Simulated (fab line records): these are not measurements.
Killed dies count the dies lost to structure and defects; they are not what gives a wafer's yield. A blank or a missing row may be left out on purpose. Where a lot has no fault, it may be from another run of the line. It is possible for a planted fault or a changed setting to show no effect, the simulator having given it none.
Split-lot trial | flow gf180mcu | 23 wafers read across 5 lots, on a route 602 steps long

== ON THE SPLIT ==
At GF_CONTACT_CVD_00 (deposits SiO2, target thk 300 nm, time 50 s), the setting sih4_flow_sccm was moved away from the recipe's 60 sccm on 6 of the 23 wafers read, by -13.6% to +10.9%. The other wafers ran this setting at the recipe's value.

The file shows no step between the split and the reading.

== THE READING ==
Values of CONTACT_CVD_00_THK in nm from GF_CONTACT_THK_MEAS_01. A value of 300 nm with a standard deviation of 3.2 nm is what fault-free wafers of this fab line usually give.

wafer  | tool, chamber at the split | sih4_flow_sccm as run, sccm | against the recipe | CONTACT_CVD_00_THK, nm | against lot-mates on the recipe
L076.3 | hdpcvd-01, 1               | 60                          | recipe             | 301                    | -
L076.4 | hdpcvd-01, 1               | 60                          | recipe             | 299                    | -
L076.6 | hdpcvd-01, 0               | 60                          | recipe             | 303                    | -
L078.1 | hdpcvd-01, 0               | 62.65                       | +4.4%              | 316                    | +15
L078.2 | hdpcvd-01, 1               | 60                          | recipe             | 303                    | -
L078.4 | hdpcvd-01, 2               | 62.65                       | +4.4%              | 316                    | +15
L078.5 | hdpcvd-01, 1               | 60                          | recipe             | 299                    | -
L078.6 | hdpcvd-01, 0               | 60                          | recipe             | 302                    | -
L079.1 | hdpcvd-02, 1               | 60                          | recipe             | 304                    | -
L079.2 | hdpcvd-02, 0               | 60                          | recipe             | 306                    | -
L079.3 | hdpcvd-02, 2               | 60                          | recipe             | 302                    | -
L079.4 | hdpcvd-02, 1               | 60                          | recipe             | 305                    | -
L079.6 | hdpcvd-02, 0               | 60                          | recipe             | 304                    | -
L080.1 | hdpcvd-02, 1               | 66.55                       | +10.9%             | 332                    | +32
L080.2 | hdpcvd-02, 0               | 60                          | recipe             | 301                    | -
L080.4 | hdpcvd-02, 0               | 60                          | recipe             | 301                    | -
L080.5 | hdpcvd-02, 1               | 66.55                       | +10.9%             | 332                    | +32
L080.6 | hdpcvd-02, 2               | 60                          | recipe             | 298                    | -
L083.1 | hdpcvd-02, 1               | 60                          | recipe             | 305                    | -
L083.2 | hdpcvd-02, 2               | 51.85                       | -13.6%             | 262                    | -40
L083.3 | hdpcvd-02, 0               | 60                          | recipe             | 302                    | -
L083.5 | hdpcvd-02, 2               | 60                          | recipe             | 299                    | -
L083.6 | hdpcvd-02, 0               | 51.85                       | -13.6%             | 263                    | -39

THE FIT
A straight line over all 23 wafers: CONTACT_CVD_00_THK changes by +2.87 nm for each +1% of sih4_flow_sccm; r = +0.99; the points scatter about the line by 2.2 nm.
The same after taking each lot's own level away (the mean of its wafers on the recipe; 23 wafers): +2.94 nm for each +1%; r = +1.00; scatter 1.6 nm.
The reading moves by 40 nm for the largest change in sih4_flow_sccm, on that fit.
Across the lots, their own levels run from 300.0 to 304.2 nm, a range of 1.3 times the standard deviation given above.
So the lot-to-lot level changes the slope little: the two slopes agree.
Check: for one of the wafers moved furthest among these (-13.6%), held out of the fit, the line's prediction against its lot-mates is -39.6 nm. It came out at -40 nm against them.

== THESE WAFERS: OTHER SPLITS ==
Note: prior to the reading, these wafers also went through further splits. Each is held against what the fit with the lots' levels taken away leaves over:
other split on the same wafers   | wafers away from the commonest value | r with CONTACT_CVD_00_THK (lot level and that fit taken away)
GF_HV_LDD_CVD_56 time_s          | 15                                   | +0.01
GF_NSD_COAT_02 spin_rpm          | 8                                    | -0.06
GF_NSD_IMPLANT_09 energy_kev     | 8                                    | -0.33
GF_PSD_DEVELOP_06 develop_time_s | 10                                   | +0.34
GF_SAB_CVD_00 time_s             | 4                                    | +0.11
GF_SAB_DEVELOP_08 develop_time_s | 6                                    | +0.08

== THE WHOLE CHAIN: every reading that the file lists as answering this split, in the file's order ==
step                   | what it does                                                   | reading                                                                        | change (the file's fit)              | r (the file's)
GF_CONTACT_CVD_00      | deposits SiO2, target thk 300 nm, time 50 s                    | SiO2_of_CONTACT_CVD_00.thk_nm (the simulator's own value, which no gauge read) | +2.95 nm for each +1% of the setting | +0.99
GF_CONTACT_THK_MEAS_01 |                                                                | CONTACT_CVD_00_THK                                                             | +2.94 for each +1% of the setting    | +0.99
GF_CONTACT_ETCH_17     | etches SiO2 in C4F8/O2/Ar, stops on CoSi2, target depth 860 nm | CONTACT.feature_depth_nm (the simulator's own value, which no gauge read)      | +2.96 nm for each +1% of the setting | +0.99

== THE FILE'S OWN FIT ==
CONTACT_CVD_00_THK changes by +2.94 nm for each +1% of sih4_flow_sccm, r = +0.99.
